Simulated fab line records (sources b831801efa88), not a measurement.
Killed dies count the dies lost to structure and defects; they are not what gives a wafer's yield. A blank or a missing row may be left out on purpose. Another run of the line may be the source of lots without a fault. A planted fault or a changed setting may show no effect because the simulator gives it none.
Which of the tools did it? + flow sfq_line + 45 wafers from 15 lots sampled at 3 of the route's 325 steps

## WHAT THE GAUGES SHOWED, per wafer
SFQ_M2_RS_MEAS_914: measurement is done with a four-point probe. Usual: for M2_NB_RS the level is 0.886 ohm/sq and the standard deviation is 0.012.
| lot  | measured     | on            | M2_NB_RS (ohm/sq) | flag |
|------|--------------|---------------|-------------------|------|
| L310 | day 17 09:01 | film_metro-04 | 0.885 0.874 0.901 |      |
| L311 | day 17 19:49 | film_metro-04 | 0.891 0.886 0.888 |      |
| L312 | day 18 13:52 | film_metro-04 | 0.878 0.885 0.877 |      |
| L313 | day 19 04:01 | film_metro-03 | 0.870 0.860 0.873 |      |
| L314 | day 19 07:38 | film_metro-02 | 0.896 0.893 0.888 |      |
| L316 | day 20 06:27 | film_metro-04 | 0.875 0.872 0.855 |      |
| L317 | day 20 13:38 | film_metro-02 | 0.885 0.904 0.884 |      |
| L318 | day 20 20:49 | film_metro-03 | 0.861 0.885 0.887 |      |
| L319 | day 20 23:14 | film_metro-02 | 0.874 0.883 0.886 |      |
| L320 | day 21 10:02 | film_metro-03 | 0.895 0.891 0.884 |      |
| L322 | day 22 04:02 | film_metro-03 | 0.886 0.895 0.889 |      |
| L323 | day 22 08:49 | film_metro-03 | 0.876 0.873 0.875 |      |
| L329 | day 24 14:12 | film_metro-04 | 0.888 0.878 0.886 |      |
| L331 | day 25 03:32 | film_metro-04 | 0.897 0.898 0.888 |      |
| L332 | day 25 09:31 | film_metro-04 | 0.880 0.890 0.900 |      |

## WHAT TOOL EACH LOT RAN ON (gives the tool, then ch and the chambers of the sampled wafers, and finally the start)
| lot  | SFQ_TRILAYER_I1_VIA_BARC_OPEN_VIA_ETCH_071 | SFQ_TRILAYER_I1_VIA_ETCH_VIA_ETCH_052 |
|------|--------------------------------------------|---------------------------------------|
| L310 | rie_diel-04 ch 2,3, day 17 07:58           | rie_diel-04 ch 2,3, day 17 08:01      |
| L311 | rie_diel-01 ch 1,3, day 17 18:46           | rie_diel-01 ch 1,3, day 17 18:49      |
| L312 | rie_diel-04 ch 0,1, day 18 12:46           | rie_diel-04 ch 0,1, day 18 12:49      |
| L313 | rie_diel-01 ch 0,2,3, day 19 02:58         | rie_diel-01 ch 0,2,3, day 19 03:01    |
| L314 | rie_diel-01 ch 0,2, day 19 06:34           | rie_diel-01 ch 0,2, day 19 06:37      |
| L316 | rie_diel-02 ch 1,3, day 20 05:22           | rie_diel-02 ch 1,3, day 20 05:25      |
| L317 | rie_diel-01 ch 0,2,3, day 20 12:34         | rie_diel-01 ch 0,2,3, day 20 12:37    |
| L318 | rie_diel-01 ch 1,2, day 20 19:46           | rie_diel-01 ch 1,2, day 20 19:49      |
| L319 | rie_diel-02 ch 0,3, day 20 22:10           | rie_diel-02 ch 0,3, day 20 22:13      |
| L320 | rie_diel-01 ch 0,1, day 21 08:58           | rie_diel-01 ch 0,1, day 21 09:01      |
| L322 | rie_diel-01 ch 0,1,2, day 22 02:58         | rie_diel-01 ch 0,1,2, day 22 03:01    |
| L323 | rie_diel-01 ch 0,3, day 22 07:46           | rie_diel-01 ch 0,3, day 22 07:49      |
| L329 | rie_diel-04 ch 0,1,3, day 24 13:08         | rie_diel-04 ch 0,1,3, day 24 13:10    |
| L331 | rie_diel-02 ch 2,3, day 25 02:28           | rie_diel-02 ch 2,3, day 25 02:30      |
| L332 | rie_diel-04 ch 0,1,2, day 25 08:28         | rie_diel-04 ch 0,1,2, day 25 08:30    |
- SFQ_TRILAYER_I1_VIA_BARC_OPEN_VIA_ETCH_071: etches BARC in O2, target depth 125 nm, time 41.7 s.
- SFQ_TRILAYER_I1_VIA_ETCH_VIA_ETCH_052: etches SiO2 in CHF3, stops on Nb, target depth 260 nm.

## AS READ BY THE TOOLS THEMSELVES (means over the sampled wafers that have a number; for cases with no such wafer, the mark the record gives instead)
SFQ_TRILAYER_I1_VIA_BARC_OPEN_VIA_ETCH_071. Usual: bias_w 80.02 W, standard deviation 0.24; drypump_motor_current_A 5.5 A, standard deviation 0.42; oes_product_au 0.685 a.u., standard deviation 0.0046; rf_fwd_power_W 494.7 W, standard deviation 2.3.
| lot  | tool        | bias_w (W) | drypump_motor_current_A (A) | oes_product_au (a.u.) | rf_fwd_power_W (W) | flag |
|------|-------------|------------|-----------------------------|-----------------------|--------------------|------|
| L310 | rie_diel-04 | 80.22      | 5.8                         | 0.690                 | 493.8              |      |
| L311 | rie_diel-01 | 80.08      | 5.5                         | 0.682                 | 492.7              |      |
| L312 | rie_diel-04 | 79.92      | 5.2                         | 0.686                 | 494.5              |      |
| L313 | rie_diel-01 | 80.03      | 5.3                         | 0.688                 | 495.1              |      |
| L314 | rie_diel-01 | 80.19      | 5.0                         | 0.687                 | 496.3              |      |
| L316 | rie_diel-02 | 79.91      | 6.0                         | 0.684                 | 495.2              |      |
| L317 | rie_diel-01 | 79.84      | 5.3                         | 0.682                 | 496.5              |      |
| L318 | rie_diel-01 | 80.08      | 5.1                         | 0.685                 | 495.3              |      |
| L319 | rie_diel-02 | 80.11      | 5.7                         | 0.692                 | 495.1              |      |
| L320 | rie_diel-01 | 80.19      | 5.3                         | 0.688                 | 495.8              |      |
| L322 | rie_diel-01 | 80.19      | 5.1                         | 0.682                 | 496.8              |      |
| L323 | rie_diel-01 | 79.99      | 5.5                         | 0.683                 | 495.4              |      |
| L329 | rie_diel-04 | 80.05      | 5.6                         | 0.685                 | 492.3              |      |
| L331 | rie_diel-02 | 79.76      | 5.8                         | 0.687                 | 493.0              |      |
| L332 | rie_diel-04 | 80.15      | 5.4                         | 0.681                 | 494.2              |      |

SFQ_TRILAYER_I1_VIA_ETCH_VIA_ETCH_052. Usual: bias_w 79.97 W, standard deviation 0.24; drypump_motor_current_A 5.5 A, standard deviation 0.42; oes_product_au 0.852 a.u., standard deviation 0.0057; rf_fwd_power_W 498.0 W, standard deviation 1.6.
| lot  | tool        | bias_w (W) | drypump_motor_current_A (A) | oes_product_au (a.u.) | rf_fwd_power_W (W) | flag |
|------|-------------|------------|-----------------------------|-----------------------|--------------------|------|
| L310 | rie_diel-04 | 80.23      | 5.8                         | 0.851                 | 499.0              |      |
| L311 | rie_diel-01 | 79.97      | 5.5                         | 0.848                 | 497.6              |      |
| L312 | rie_diel-04 | 80.11      | 5.2                         | 0.852                 | 495.6              |      |
| L313 | rie_diel-01 | 80.03      | 5.3                         | 0.860                 | 498.2              |      |
| L314 | rie_diel-01 | 80.03      | 5.0                         | 0.853                 | 498.5              |      |
| L316 | rie_diel-02 | 79.99      | 6.0                         | 0.848                 | 500.4              |      |
| L317 | rie_diel-01 | 79.81      | 5.3                         | 0.859                 | 497.6              |      |
| L318 | rie_diel-01 | 80.09      | 5.1                         | 0.849                 | 498.0              |      |
| L319 | rie_diel-02 | 80.00      | 5.7                         | 0.855                 | 498.0              |      |
| L320 | rie_diel-01 | 90.95      | 5.3                         | 0.847                 | 498.7              | OFF  |
| L322 | rie_diel-01 | 85.67      | 5.1                         | 0.851                 | 498.3              | OFF  |
| L323 | rie_diel-01 | 91.11      | 5.5                         | 0.852                 | 499.2              | OFF  |
| L329 | rie_diel-04 | 80.00      | 5.6                         | 0.851                 | 497.5              |      |
| L331 | rie_diel-02 | 79.85      | 5.8                         | 0.851                 | 498.8              |      |
| L332 | rie_diel-04 | 80.12      | 5.4                         | 0.855                 | 497.9              |      |

## THE ANSWER, worked out from the rows above alone
Rule: take the mean of a lot's wafers that have a number; if it is more than 3 standard deviations from the usual mean, the lot is off. A lot without any number at a reading at which 4 lots or more have one is off too. Where the step has rows for the other lots, those lots are counted as sound. After the gauges, taken in route order, come the tools' own readings; for these a lot's mean is taken, as printed above. The first step at which some lot is off is used, and at that step the reading that is off furthest; a lot without a number counts as furthest.
Off: L320, L322, L323 (SFQ_TRILAYER_I1_VIA_ETCH_VIA_ETCH_052, bias_w).
If a tool, at that step or one of the process steps before it, ran each lot that is off and ran no sound lot following the first of them, it fits. One fits: rie_diel-01 at SFQ_TRILAYER_I1_VIA_BARC_OPEN_VIA_ETCH_071 and SFQ_TRILAYER_I1_VIA_ETCH_VIA_ETCH_052. At SFQ_TRILAYER_I1_VIA_BARC_OPEN_VIA_ETCH_071 its last sound lot is L318 (day 20 19:46), its first lot that is off L320 (day 21 08:58): a fault that began between those two fits.

## WHAT THE SIMULATOR HAD PUT IN
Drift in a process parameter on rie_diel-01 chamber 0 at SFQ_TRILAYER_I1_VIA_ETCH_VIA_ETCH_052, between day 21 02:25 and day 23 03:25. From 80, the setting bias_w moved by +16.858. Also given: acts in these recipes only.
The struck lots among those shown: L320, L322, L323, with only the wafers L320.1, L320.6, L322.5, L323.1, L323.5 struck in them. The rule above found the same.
